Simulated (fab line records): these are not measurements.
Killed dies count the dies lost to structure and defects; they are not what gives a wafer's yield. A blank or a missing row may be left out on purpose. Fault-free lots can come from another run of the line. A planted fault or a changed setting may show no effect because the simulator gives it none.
A struck lot beside a sound one + flow sfq line + 15 out of 325 route steps
Sound: these wafers, L983.3, L983.5, L983.6. Struck: wafers L993.1, L993.4. (L993.6 of the same lot was not struck and is left out.) The cause comes at the end.
Order at every step that has rows: each side's tool, ch and its chambers, its first start. Under that, the readings that differ: sound wafers + struck wafers + difference of the means + sigmas: that difference in standard deviations of wafers without a fault.
alike: readings with means less than 2 such deviations apart, plus words and numbers identical on both sides. not compared: withheld readings, readings lacking a value on some wafer, bounds such as >300 that could conceal the same value, and numbers that have no deviation in the record and whose values overlap.
The two part at a step that has a row with sigmas, a row that says differs or no value, or rows on one side only. Non-overlapping numbers with no deviation appear without sigmas and do not part them. A reading that every wafer of one side lacks parts them only if that side has two wafers or more.

SFQ_TRILAYER_I7_VIA_STRIP_STRIP_191: strips in O2.
  sound on rie metal-04 ch 0,1, day 79 08:54; struck on rie metal-04 ch 0,1, day 83 16:20
  alike: drypump motor current A, oes product au
  not compared: rf hours counter h
then, 8 steps without rows for these wafers: SFQ_TRILAYER_I7_VIA_STRIP_SOLV_CLEAN_192 (cleans in NMP, time 600 s); SFQ_TRILAYER_M8_LITHO_LOR_COAT_197; SFQ_TRILAYER_M8_LITHO_LOR_BAKE_198; SFQ_TRILAYER_M8_LITHO_COAT_193 (resist thk 600 nm); SFQ_TRILAYER_M8_LITHO_SOFTBAKE_199; SFQ_TRILAYER_M8_LITHO_EXPOSE_194 (exposes mask M8, target cd 2000 nm); SFQ_TRILAYER_M8_LITHO_PEB_196 (peb time 60 s); SFQ_TRILAYER_M8_LITHO_DEVELOP_195 (img clear 15 s, time 55 s).
-- the record jumps here: 3 days lie between the struck wafers' starts before and after --
SFQ_M8_OVL_MEAS_948:
  struck on overlay-01, day 86 15:58; sound on overlay-01, day 83 18:12
  alike: M8_OVL
then, 2 steps without rows for these wafers: SFQ_TRILAYER_M8_DEP_EVAP_197 (material Ti, target thk 20 nm, time 100 s); SFQ_TRILAYER_M8_DEP_EVAP_198 (material Pt, target thk 50 nm, time 250 s).
SFQ_TRILAYER_M8_DEP_EVAP_196: material Au, target thk 180 nm, time 900 s.
  struck on pvd sputter-02, day 86 16:14; sound on pvd sputter-01, day 83 18:27
| reading                                          | sound             | struck      | difference | sigmas |
|--------------------------------------------------|-------------------|-------------|------------|--------|
| model.Au_of_TRILAYER_M8_DEP_EVAP_196.thk nm (nm) | 176.7 179.5 177.2 | 199.6 199.6 | +21.8      |        |
SFQ_M8_RS_MEAS_949: measurement is done with a four-point probe.
  struck on film metro-01, day 86 17:02; sound on film metro-03, day 83 19:01
| reading           | sound                | struck        | difference | sigmas |
|-------------------|----------------------|---------------|------------|--------|
| M8_AU_RS (ohm/sq) | 0.1561 0.1538 0.1557 | 0.1383 0.1382 | -0.0170    | -11    |
  not compared: hold
SFQ_M8_THK_MEAS_950: measures by xrf.
  struck on film metro-01, day 87 08:04; sound on film metro-03, day 83 19:07
| reading        | sound             | struck      | difference | sigmas |
|----------------|-------------------|-------------|------------|--------|
| M8_AU_THK (nm) | 179.3 182.8 181.0 | 204.4 203.3 | +22.8      | +10    |
  not compared: hold

## WHERE THEY PART
First at SFQ_M8_RS_MEAS_949; last, within this record, at SFQ_M8_THK_MEAS_950.

WHY: what the simulator had put in
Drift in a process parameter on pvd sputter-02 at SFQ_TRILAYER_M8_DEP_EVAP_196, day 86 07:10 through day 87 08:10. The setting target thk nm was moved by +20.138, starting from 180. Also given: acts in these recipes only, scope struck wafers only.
